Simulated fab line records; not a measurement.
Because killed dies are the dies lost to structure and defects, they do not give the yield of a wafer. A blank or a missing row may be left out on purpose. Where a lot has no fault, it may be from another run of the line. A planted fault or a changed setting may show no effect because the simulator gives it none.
A lot that was struck, set against a sound lot + flow sky130 + 15 out of 708 route steps
Sound: wafers L563.1, L563.2, L563.5. Wafers L567.1, L567.2, L567.6 were the ones struck. Last of all comes the cause.
At each step with rows: each side's tool, then ch and its chambers, then its first start. Under that, the readings that differ: sound wafers + struck wafers + difference of the means + sigmas: that difference in standard deviations of wafers without a fault.
alike: a reading whose means differ by less than 2 such deviations, as well as words and numbers matching on both sides. not compared: withheld readings; readings where some wafer has no value; bounds like >300 that might hide an equal value; numbers whose values overlap and for which the record gives no deviation.
The two part at a step that has a row with sigmas, a row that says differs or no value, or rows on one side only. Non-overlapping numbers with no deviation appear without sigmas and do not part them. A reading missing from all wafers of one side parts the sides only when that side holds two or more wafers.

first, 1 step without rows for these wafers: SKY_LDD_HVP_IMPLANT_08.
SKY_LDD_HVP_STRIP_09: strips in O2/N2.
  sound on plasma_asher-02 ch 0,1, day 22 12:43; struck on plasma_asher-01 ch 0,1, day 23 17:12
  alike: drypump_motor_current_A, oes_product_au, strip_time_to_endpoint_s
  not compared: rf_hours_counter_h
SKY_LDD_HVP_TW_MEAS_10:
  struck on film_metro-03, day 23 17:18; sound on film_metro-04, day 22 12:49
  alike: LDD_HVP_TW
then, 7 steps without rows for these wafers: SKY_LDD_LDN_DEHYDRATE_00 (time 60 s); SKY_LDD_LDN_HMDS_01 (prime time 60 s); SKY_LDD_LDN_COAT_02 (resist thk 1140 nm); SKY_LDD_LDN_SOFTBAKE_03 (time 60 s); SKY_LDD_LDN_EXPOSE_04 (exposes mask LDNTM, target cd 700 nm); SKY_LDD_LDN_PEB_05; SKY_LDD_LDN_DEVELOP_06 (develop time 60 s).
SKY_LDD_LDN_OVL_MEAS_07:
  struck on overlay-01, day 24 22:47; sound on overlay-01, day 23 18:47
  alike: LDD_LDN_OVL
following that, these wafers have no rows for 1 step: SKY_LDD_LDN_IMPLANT_08.
SKY_LDD_LDN_IMPLANT_09:
  sound on implanter-03 ch 0, day 23 18:58; struck on implanter-01 ch 0, day 24 22:58
| reading                   | sound                | struck               | difference | sigmas      |
|---------------------------|----------------------|----------------------|------------|-------------|
| beam_energy_keV           | 15.003 15.003 15.008 | 13.810 13.812 13.811 | -1.194     | -99 or more |
| model.implant.drp_nm (nm) | 5.933 5.933 5.933    | 5.604 5.604 5.604    | -0.329     |             |
  alike: dose_ions_cm2
following that, these wafers have no rows for 1 step: SKY_LDD_LDN_IMPLANT_10.
-- the record jumps here: 22 days lie between the struck wafers' starts before and after (it left off in module LDD_LDN and takes up again in module PAD_OPEN, whose first step shown is number 708 of the route) --
SKY_PAD_OPEN_PROBE_99:
  struck on prober-01, day 47 01:48; sound on prober-01, day 46 07:00
| reading         | sound | struck | difference | sigmas |
|-----------------|-------|--------|------------|--------|
| killed_at_other | 1 3 1 | 0 0 0  | -2         | -3     |
  alike: killed_at_M0_to_M3, killed_at_M4_up, killed_at_contacts, killed_at_front_end, killed_dies, killed_open, killed_short

== WHERE THEY PART ==
Last at SKY_PAD_OPEN_PROBE_99 as far as this record goes, first at SKY_LDD_LDN_IMPLANT_09.

WHY: whatever the simulator had introduced
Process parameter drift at SKY_LDD_LDN_IMPLANT_09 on implanter-01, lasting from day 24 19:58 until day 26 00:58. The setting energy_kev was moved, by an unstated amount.
